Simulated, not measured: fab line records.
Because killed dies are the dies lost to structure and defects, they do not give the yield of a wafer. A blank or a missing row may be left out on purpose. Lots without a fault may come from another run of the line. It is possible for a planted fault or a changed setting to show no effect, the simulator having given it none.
Which tool did it? || flow sky130 || Sampling: 12 lots, 34 wafers, 6 of 708 route steps

WHAT EACH GAUGE READ, for each wafer
SKY_POLY_CUT_OVL_MEAS_09. Usual: for POLY_CUT_OVL the level is -1 nm and the standard deviation is 5.2.
{"lot": "L850", "measured": "day 23 20:41", "on": "overlay-02", "POLY_CUT_OVL (nm)": "1 2 4", "flag": ""}
{"lot": "L852", "measured": "day 25 03:53", "on": "overlay-02", "POLY_CUT_OVL (nm)": "8 9 3", "flag": ""}
{"lot": "L853", "measured": "day 25 11:38", "on": "overlay-02", "POLY_CUT_OVL (nm)": "0 -3 -2", "flag": ""}
{"lot": "L854", "measured": "day 25 17:11", "on": "overlay-01", "POLY_CUT_OVL (nm)": "-6 5 -5", "flag": ""}
{"lot": "L855", "measured": "day 26 04:26", "on": "overlay-01", "POLY_CUT_OVL (nm)": "-13 -8 -4", "flag": ""}
{"lot": "L856", "measured": "day 26 13:14", "on": "overlay-01", "POLY_CUT_OVL (nm)": "3 -2 -2", "flag": ""}
{"lot": "L857", "measured": "day 27 07:19", "on": "overlay-01", "POLY_CUT_OVL (nm)": "-9 2 3", "flag": ""}
{"lot": "L864", "measured": "day 29 08:26", "on": "overlay-02", "POLY_CUT_OVL (nm)": "-4 -4", "flag": ""}
{"lot": "L866", "measured": "day 30 05:30", "on": "overlay-02", "POLY_CUT_OVL (nm)": "-7 -4", "flag": ""}
{"lot": "L869", "measured": "day 30 20:02", "on": "overlay-01", "POLY_CUT_OVL (nm)": "-3 -3 -7", "flag": ""}
{"lot": "L871", "measured": "day 31 07:00", "on": "overlay-01", "POLY_CUT_OVL (nm)": "-3 7 4", "flag": ""}
{"lot": "L873", "measured": "day 32 00:23", "on": "overlay-02", "POLY_CUT_OVL (nm)": "-4 -7 -7", "flag": ""}

SKY_SD_P_TW_MEAS_11. Usual: for SD_P_TW the level is 2810 and the standard deviation is 33.
{"lot": "L850", "measured": "day 25 03:02", "on": "film-metro-04", "SD_P_TW": "2850 2839 2855", "flag": ""}
{"lot": "L852", "measured": "day 26 08:05", "on": "film-metro-01", "SD_P_TW": "2807 2819 2818", "flag": ""}
{"lot": "L853", "measured": "day 26 16:20", "on": "film-metro-04", "SD_P_TW": "2854 2854 2860", "flag": ""}
{"lot": "L854", "measured": "day 26 22:13", "on": "film-metro-02", "SD_P_TW": "2767 2782 2773", "flag": ""}
{"lot": "L855", "measured": "day 27 10:07", "on": "film-metro-02", "SD_P_TW": "2775 2780 2774", "flag": ""}
{"lot": "L856", "measured": "day 27 18:20", "on": "film-metro-01", "SD_P_TW": "2813 2811 2817", "flag": ""}
{"lot": "L857", "measured": "day 28 12:24", "on": "film-metro-01", "SD_P_TW": "2829 2822 2831", "flag": ""}
{"lot": "L864", "measured": "day 30 13:34", "on": "film-metro-04", "SD_P_TW": "2856 2859", "flag": ""}
{"lot": "L866", "measured": "day 31 09:43", "on": "film-metro-01", "SD_P_TW": "2816 2811", "flag": ""}
{"lot": "L869", "measured": "day 32 00:20", "on": "film-metro-04", "SD_P_TW": "2840 2860 2854", "flag": ""}
{"lot": "L871", "measured": "day 32 11:05", "on": "film-metro-01", "SD_P_TW": "2791 2807 2816", "flag": ""}
{"lot": "L873", "measured": "day 33 03:39", "on": "film-metro-04", "SD_P_TW": "2843 2824 2840", "flag": ""}

SKY_SD_N_RS_MEAS_16: a four-point-probe measurement. Usual: for SD_N_RS the level is 68.45 ohm/sq and the standard deviation is 0.13.
{"lot": "L850", "measured": "day 27 12:17", "on": "film-metro-01", "SD_N_RS (ohm/sq)": "68.34 68.54 68.60", "flag": ""}
{"lot": "L852", "measured": "day 28 17:55", "on": "film-metro-04", "SD_N_RS (ohm/sq)": "68.15 68.27 68.14", "flag": ""}
{"lot": "L853", "measured": "day 29 01:34", "on": "film-metro-04", "SD_N_RS (ohm/sq)": "68.42 68.36 68.34", "flag": ""}
{"lot": "L854", "measured": "day 29 08:17", "on": "film-metro-04", "SD_N_RS (ohm/sq)": "68.56 68.31 68.36", "flag": ""}
{"lot": "L855", "measured": "day 29 19:38", "on": "film-metro-01", "SD_N_RS (ohm/sq)": "68.38 68.35 68.61", "flag": ""}
{"lot": "L856", "measured": "day 30 03:47", "on": "film-metro-04", "SD_N_RS (ohm/sq)": "68.59 68.41 68.52", "flag": ""}
{"lot": "L857", "measured": "day 30 21:10", "on": "film-metro-01", "SD_N_RS (ohm/sq)": "68.57 68.41 68.60", "flag": ""}
{"lot": "L864", "measured": "day 32 20:58", "on": "film-metro-01", "SD_N_RS (ohm/sq)": "67.28 67.45", "flag": "OFF"}
{"lot": "L866", "measured": "day 33 16:41", "on": "film-metro-01", "SD_N_RS (ohm/sq)": "67.41 67.35", "flag": "OFF"}
{"lot": "L869", "measured": "day 34 07:25", "on": "film-metro-04", "SD_N_RS (ohm/sq)": "68.36 68.40 68.37", "flag": ""}
{"lot": "L871", "measured": "day 34 16:45", "on": "film-metro-02", "SD_N_RS (ohm/sq)": "68.58 68.64 68.56", "flag": ""}
{"lot": "L873", "measured": "day 35 09:21", "on": "film-metro-04", "SD_N_RS (ohm/sq)": "68.56 68.29 68.23", "flag": ""}

SKY_SD_N_RS_MEAS_17: a four-point-probe measurement. Usual: for SD_P_RS the level is 146.9 ohm/sq and the standard deviation is 0.44.
{"lot": "L850", "measured": "day 27 12:24", "on": "film-metro-01", "SD_P_RS (ohm/sq)": "146.7 147.4 147.0", "flag": ""}
{"lot": "L852", "measured": "day 28 18:02", "on": "film-metro-04", "SD_P_RS (ohm/sq)": "145.9 145.9 146.1", "flag": ""}
{"lot": "L853", "measured": "day 29 01:41", "on": "film-metro-04", "SD_P_RS (ohm/sq)": "146.8 146.9 146.6", "flag": ""}
{"lot": "L854", "measured": "day 29 08:25", "on": "film-metro-04", "SD_P_RS (ohm/sq)": "146.8 146.9 146.2", "flag": ""}
{"lot": "L855", "measured": "day 29 19:45", "on": "film-metro-01", "SD_P_RS (ohm/sq)": "146.7 146.7 147.2", "flag": ""}
{"lot": "L856", "measured": "day 30 03:54", "on": "film-metro-04", "SD_P_RS (ohm/sq)": "147.3 147.3 147.7", "flag": ""}
{"lot": "L857", "measured": "day 30 21:17", "on": "film-metro-01", "SD_P_RS (ohm/sq)": "147.2 147.3 147.4", "flag": ""}
{"lot": "L864", "measured": "day 32 21:05", "on": "film-metro-01", "SD_P_RS (ohm/sq)": "141.6 142.0", "flag": "OFF"}
{"lot": "L866", "measured": "day 33 16:48", "on": "film-metro-01", "SD_P_RS (ohm/sq)": "141.7 141.8", "flag": "OFF"}
{"lot": "L869", "measured": "day 34 07:32", "on": "film-metro-04", "SD_P_RS (ohm/sq)": "146.8 146.5 146.8", "flag": ""}
{"lot": "L871", "measured": "day 34 16:52", "on": "film-metro-02", "SD_P_RS (ohm/sq)": "148.0 147.9 147.7", "flag": ""}
{"lot": "L873", "measured": "day 35 09:28", "on": "film-metro-04", "SD_P_RS (ohm/sq)": "146.8 146.3 146.8", "flag": ""}

TOOL THAT RAN EACH LOT (tool first, then ch and the chambers of the sampled wafers, then the start)
{"lot": "L850", "SKY_RES_XHIGH_STRIP_08": "plasma-asher-04 ch 0,1, day 26 06:46", "SKY_SD_N_RTA_14": "rtp-anneal-02 ch 0, day 27 12:06"}
{"lot": "L852", "SKY_RES_XHIGH_STRIP_08": "plasma-asher-01 ch 1, day 27 13:07", "SKY_SD_N_RTA_14": "rtp-anneal-02 ch 0, day 28 17:44"}
{"lot": "L853", "SKY_RES_XHIGH_STRIP_08": "plasma-asher-01 ch 0, day 27 20:48", "SKY_SD_N_RTA_14": "rtp-anneal-01 ch 0, day 29 01:23"}
{"lot": "L854", "SKY_RES_XHIGH_STRIP_08": "plasma-asher-01 ch 0,1, day 28 02:26", "SKY_SD_N_RTA_14": "rtp-anneal-02 ch 0, day 29 08:05"}
{"lot": "L855", "SKY_RES_XHIGH_STRIP_08": "plasma-asher-01 ch 0,1, day 28 14:49", "SKY_SD_N_RTA_14": "rtp-anneal-01 ch 0, day 29 19:27"}
{"lot": "L856", "SKY_RES_XHIGH_STRIP_08": "plasma-asher-02 ch 0,1, day 28 22:49", "SKY_SD_N_RTA_14": "rtp-anneal-02 ch 0, day 30 03:35"}
{"lot": "L857", "SKY_RES_XHIGH_STRIP_08": "plasma-asher-01 ch 0,1, day 29 16:23", "SKY_SD_N_RTA_14": "rtp-anneal-02 ch 0, day 30 20:57"}
{"lot": "L864", "SKY_RES_XHIGH_STRIP_08": "plasma-asher-01 ch 0,1, day 31 17:12", "SKY_SD_N_RTA_14": "rtp-anneal-02 ch 0, day 32 20:47"}
{"lot": "L866", "SKY_RES_XHIGH_STRIP_08": "plasma-asher-01 ch 0,1, day 32 13:04", "SKY_SD_N_RTA_14": "rtp-anneal-02 ch 0, day 33 16:29"}
{"lot": "L869", "SKY_RES_XHIGH_STRIP_08": "plasma-asher-01 ch 0,1, day 33 03:34", "SKY_SD_N_RTA_14": "rtp-anneal-01 ch 0, day 34 07:14"}
{"lot": "L871", "SKY_RES_XHIGH_STRIP_08": "plasma-asher-01 ch 0,1, day 33 13:55", "SKY_SD_N_RTA_14": "rtp-anneal-01 ch 0, day 34 16:33"}
{"lot": "L873", "SKY_RES_XHIGH_STRIP_08": "plasma-asher-02 ch 0,1, day 34 06:35", "SKY_SD_N_RTA_14": "rtp-anneal-01 ch 0, day 35 09:10"}
- SKY_RES_XHIGH_STRIP_08: strips in O2/N2.
- SKY_SD_N_RTA_14: time 2 s.

WHAT THE TOOLS THEMSELVES READ (means of the sampled wafers that have a number; where no wafer has one, the mark that the record gives instead)
SKY_RES_XHIGH_STRIP_08. Usual: drypump-motor-current-A 5.59 A, standard deviation 0.23; oes-product-au 0.710 a.u., standard deviation 0.0045; strip-time-to-endpoint-s 14.28 s, standard deviation 0.035.
{"lot": "L850", "tool": "plasma-asher-04", "drypump-motor-current-A (A)": 5.66, "oes-product-au (a.u.)": 0.710, "strip-time-to-endpoint-s (s)": 14.22, "flag": ""}
{"lot": "L852", "tool": "plasma-asher-01", "drypump-motor-current-A (A)": 5.63, "oes-product-au (a.u.)": 0.709, "strip-time-to-endpoint-s (s)": 14.31, "flag": ""}
{"lot": "L853", "tool": "plasma-asher-01", "drypump-motor-current-A (A)": 5.72, "oes-product-au (a.u.)": 0.711, "strip-time-to-endpoint-s (s)": 14.28, "flag": ""}
{"lot": "L854", "tool": "plasma-asher-01", "drypump-motor-current-A (A)": 5.70, "oes-product-au (a.u.)": 0.708, "strip-time-to-endpoint-s (s)": 14.30, "flag": ""}
{"lot": "L855", "tool": "plasma-asher-01", "drypump-motor-current-A (A)": 5.68, "oes-product-au (a.u.)": 0.706, "strip-time-to-endpoint-s (s)": 14.27, "flag": ""}
{"lot": "L856", "tool": "plasma-asher-02", "drypump-motor-current-A (A)": 5.51, "oes-product-au (a.u.)": 0.710, "strip-time-to-endpoint-s (s)": 14.27, "flag": ""}
{"lot": "L857", "tool": "plasma-asher-01", "drypump-motor-current-A (A)": 5.67, "oes-product-au (a.u.)": 0.709, "strip-time-to-endpoint-s (s)": 14.21, "flag": ""}
{"lot": "L864", "tool": "plasma-asher-01", "drypump-motor-current-A (A)": 5.67, "oes-product-au (a.u.)": 0.706, "strip-time-to-endpoint-s (s)": 14.32, "flag": ""}
{"lot": "L866", "tool": "plasma-asher-01", "drypump-motor-current-A (A)": 5.68, "oes-product-au (a.u.)": 0.708, "strip-time-to-endpoint-s (s)": 14.28, "flag": ""}
{"lot": "L869", "tool": "plasma-asher-01", "drypump-motor-current-A (A)": 5.64, "oes-product-au (a.u.)": 0.711, "strip-time-to-endpoint-s (s)": 14.28, "flag": ""}
{"lot": "L871", "tool": "plasma-asher-01", "drypump-motor-current-A (A)": 5.70, "oes-product-au (a.u.)": 0.711, "strip-time-to-endpoint-s (s)": 14.25, "flag": ""}
{"lot": "L873", "tool": "plasma-asher-02", "drypump-motor-current-A (A)": 5.51, "oes-product-au (a.u.)": 0.711, "strip-time-to-endpoint-s (s)": 14.30, "flag": ""}

SKY_SD_N_RTA_14. Usual: lamp-power-pct 15.72 %, standard deviation 0.049; wafer_temp_C_max 1078.2, standard deviation 1.3.
{"lot": "L850", "tool": "rtp-anneal-02", "lamp-power-pct (%)": 15.72, "wafer_temp_C_max": 1078.3, "flag": ""}
{"lot": "L852", "tool": "rtp-anneal-02", "lamp-power-pct (%)": 15.68, "wafer_temp_C_max": 1077.3, "flag": ""}
{"lot": "L853", "tool": "rtp-anneal-01", "lamp-power-pct (%)": 15.78, "wafer_temp_C_max": 1078.1, "flag": ""}
{"lot": "L854", "tool": "rtp-anneal-02", "lamp-power-pct (%)": 15.68, "wafer_temp_C_max": 1078.3, "flag": ""}
{"lot": "L855", "tool": "rtp-anneal-01", "lamp-power-pct (%)": 15.74, "wafer_temp_C_max": 1078.8, "flag": ""}
{"lot": "L856", "tool": "rtp-anneal-02", "lamp-power-pct (%)": 15.75, "wafer_temp_C_max": 1079.3, "flag": ""}
{"lot": "L857", "tool": "rtp-anneal-02", "lamp-power-pct (%)": 15.76, "wafer_temp_C_max": 1076.9, "flag": ""}
{"lot": "L864", "tool": "rtp-anneal-02", "lamp-power-pct (%)": 15.79, "wafer_temp_C_max": 1084.5, "flag": "OFF"}
{"lot": "L866", "tool": "rtp-anneal-02", "lamp-power-pct (%)": 15.74, "wafer_temp_C_max": 1084.3, "flag": "OFF"}
{"lot": "L869", "tool": "rtp-anneal-01", "lamp-power-pct (%)": 15.71, "wafer_temp_C_max": 1078.2, "flag": ""}
{"lot": "L871", "tool": "rtp-anneal-01", "lamp-power-pct (%)": 15.74, "wafer_temp_C_max": 1078.1, "flag": ""}
{"lot": "L873", "tool": "rtp-anneal-01", "lamp-power-pct (%)": 15.66, "wafer_temp_C_max": 1077.6, "flag": ""}

THE ANSWER, worked out from the rows above alone
Rule: lot off if the mean of its wafers having a number is beyond 3 standard deviations from the usual mean. Also off: a lot with no number at a reading for which 4 or more lots have one. All remaining lots with rows at the step are treated as sound. The gauges are gone through in route order, then the tools' own readings, and for those a lot's mean is taken as printed above. At the first step where some lot is off, the reading lying furthest off is the one used; lots without a number count as furthest.
Off: at SKY_SD_N_RS_MEAS_16 (SD_N_RS), L864, L866.
If a tool, at a process step before that reading, ran all the lots that are off and no sound lot after the first of them, it fits. Not tried: the gauges at SKY_SD_N_RS_MEAS_16; whatever is off there is also off at SKY_SD_N_RTA_14, on other tools, and gauge error can't account for it. One fits: SKY_SD_N_RTA_14 on rtp-anneal-02. Its last sound lot is L857 (day 30 20:57), its first lot that is off L864 (day 32 20:47): a fault that began between those two fits.
The tool's own readings at SKY_SD_N_RTA_14 bear it out: on the lots that are off they differ by more than 5 times the standard deviation of the sound lots' means. wafer_temp_C_max reads 1084.4 there against 1078.1 on the sound lots.

WHAT WAS PUT IN BY THE SIMULATOR
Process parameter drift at SKY_SD_N_RTA_14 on rtp-anneal-02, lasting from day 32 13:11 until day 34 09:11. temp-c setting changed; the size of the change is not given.
Shown lots that were struck: L864, L866. The rule given above showed the same thing.
